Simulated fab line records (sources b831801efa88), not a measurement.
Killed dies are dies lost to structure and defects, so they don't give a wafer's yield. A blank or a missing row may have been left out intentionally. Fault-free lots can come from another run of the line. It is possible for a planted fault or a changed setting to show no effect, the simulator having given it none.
Chamber matching	flow sky130	SKY_VIA4_ETCH_12 on rie diel-04 has 4 sister chambers
The step etches SiO2 in C4F8/O2/Ar, stops on TiN, target depth 580 nm. 24 wafers are shown with their chamber, then 12 later ones without.

WAFERS, EACH WITH ITS CHAMBER
wafer	chamber	oes product au (a.u.)
L075.3	2	0.935
L075.5	3	0.924
L075.6	2	0.923
L077.1	0	0.930
L077.5	3	0.925
L077.6	0	0.923
L078.4	2	0.930
L078.5	0	0.922
L078.6	1	0.922
L083.1	0	0.931
L083.5	2	0.920
L083.6	0	0.929
L085.1	3	0.935
L085.3	0	0.938
L085.4	1	0.919
L088.1	2	0.926
L088.2	0	0.918
L088.3	1	0.915
L088.4	3	0.926
L088.5	3	0.926
L088.6	2	0.929
L089.1	2	0.921
L089.2	0	0.923
L089.3	1	0.918

SIGNATURES, as means of the wafers listed above
reading	chamber 0	chamber 1	chamber 2	chamber 3	scatter within a chamber
oes product au	0.92675	0.91850	0.92629	0.92720	0.00532
Rule: for each reading, subtract the chamber's mean from the wafer's reading, divide by that reading's scatter and square the result; add these up over the readings and take the root, which gives the wafer's distance from the chamber. If the next closest chamber is less than 2 further off than the closest, the wafer can't be placed; otherwise it belongs to the closest. The scatter: take each reading less its chamber's mean, square it, sum over the shown wafers, divide by the number of wafers less the number of chambers, and take the root.

WAFERS MISSING THEIR CHAMBER
wafer	oes product au (a.u.)
L089.4	0.925
L089.5	0.921
L089.6	0.922
L091.2	0.926
L091.3	0.926
L091.6	0.925
L092.4	0.929
L092.5	0.928
L092.6	0.931
L097.2	0.923
L097.5	0.922
L097.6	0.929

WHICH CHAMBER EACH ONE RAN IN
wafer	from the rows above	in truth
L089.4	can't be placed: 2 or 0 or 3 or 1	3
L089.5	can't be placed: 1 or 2 or 0 or 3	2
L089.6	can't be placed: 1 or 2 or 0 or 3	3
L091.2	can't be placed: 2 or 0 or 3 or 1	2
L091.3	can't be placed: 2 or 0 or 3 or 1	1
L091.6	can't be placed: 2 or 0 or 3 or 1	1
L092.4	can't be placed: 3 or 0 or 2 or 1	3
L092.5	can't be placed: 3 or 0 or 2 or 1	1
L092.6	can't be placed: 3 or 0 or 2 or 1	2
L097.2	can't be placed: 2 or 0 or 3 or 1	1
L097.5	can't be placed: 1 or 2 or 0 or 3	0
L097.6	can't be placed: 3 or 0 or 2 or 1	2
Correct placement for 0 of the 12. Unplaceable from these rows: 12, with the true chamber sitting among the candidates in 12. 0 placed wrongly.
